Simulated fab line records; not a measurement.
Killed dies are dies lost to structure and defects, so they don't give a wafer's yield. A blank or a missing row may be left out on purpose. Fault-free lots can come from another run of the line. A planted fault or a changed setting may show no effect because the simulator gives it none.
2 desks, one fault / flow gf180mcu / numbers are kept per desk, each desk with only its own; the story behind them comes last

THE TOOL OWNER'S DESK: implanter-03
For each lot that ran on this tool, the mean over its sampled wafers that have a number, from the tool's own readings at GF_NWELL_IMPLANT_08. Any lot whose mean is over 4 standard deviations away from the usual mean is out of limits and marked OUT; that distance is given in the brackets.
Columns: A = beam_energy_keV at GF_NWELL_IMPLANT_08, usual 449.99; B = beam_on_s at GF_NWELL_IMPLANT_08, usual 10.00 s
lot=L810; first seen here=day 3 13:25; A=450.14; B=9.90
lot=L813; first seen here=day 4 07:39; A=449.96; B=9.75
lot=L815; first seen here=day 4 16:20; A=449.97; B=9.92
lot=L816; first seen here=day 4 21:13; A=449.98; B=10.10
lot=L821; first seen here=day 6 00:25; A=450.21; B=9.95
lot=L824; first seen here=day 6 18:20; A=494.37 (+99 or more) OUT; B=10.15
lot=L825; first seen here=day 6 22:21; A=494.32 (+99 or more) OUT; B=9.89
Finding of this desk: L824, L825 out of limits; the first was L824 at day 6 18:20, on beam_energy_keV at GF_NWELL_IMPLANT_08. L810, L813, L815, L816, L821 stayed within limits.

THE METROLOGY DESK
What the gauges read, lot by lot, whatever tool the lot ran on: means of the sampled wafers that have a number. Any lot whose mean is over 4 standard deviations away from the usual mean is out of limits and marked OUT; that distance is given in the brackets.
Columns: A = NWELL_RS at GF_VT_IMPLANT_RS_MEAS_47, usual 488.0 ohm/sq; B = cd_nm at GF_M3_CD_MEAS_14, usual 280.2 nm
lot=L810; first seen here=day 7 20:21; A=486.9; B=281.0
lot=L811; first seen here=day 8 02:39; A=487.6; B=279.8
lot=L812; first seen here=day 8 12:07; A=489.3; B=280.1
lot=L813; first seen here=day 8 18:59; A=489.3; B=280.8
lot=L815; first seen here=day 9 05:09; A=488.9; B=279.6
lot=L816; first seen here=day 9 12:22; A=487.8; B=281.6
lot=L820; first seen here=day 10 17:38; A=487.6; B=280.6
lot=L821; first seen here=day 10 19:17; A=488.6; B=280.2
lot=L824; first seen here=day 11 17:36; A=480.3 (-6.4) OUT; B=279.1
lot=L825; first seen here=day 11 23:37; A=478.1 (-8.2) OUT; B=281.4
lot=L827; first seen here=day 12 18:28; A=485.8; B=280.5
lot=L829; first seen here=day 13 06:03; A=486.6; B=280.4
lot=L831; first seen here=day 14 00:06; A=488.1; B=280.6
Finding of this desk: L824, L825 out of limits, first seen on L824 at day 11 17:36 (NWELL_RS at GF_VT_IMPLANT_RS_MEAS_47). L810, L811, L812, L813, L815, L816, L820, L821, L827, L829, L831 stayed within limits.

PUT TOGETHER
An alarm could have come from the tool owner's desk at day 6 18:20, on L824, L825.
On L824, L825, the metrology desk was in a position to raise an alarm at day 11 17:36.
Every lot named ran GF_NWELL_IMPLANT_08 on implanter-03.

WHAT HAD BEEN PUT IN BY THE SIMULATOR
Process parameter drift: implanter-03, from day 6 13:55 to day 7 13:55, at GF_NWELL_IMPLANT_08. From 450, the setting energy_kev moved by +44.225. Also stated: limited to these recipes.
Lots struck among those shown: L824, L825.
Fault start to first reading out of limits, in hours, per desk: tool owner, 4; metrology, 124.
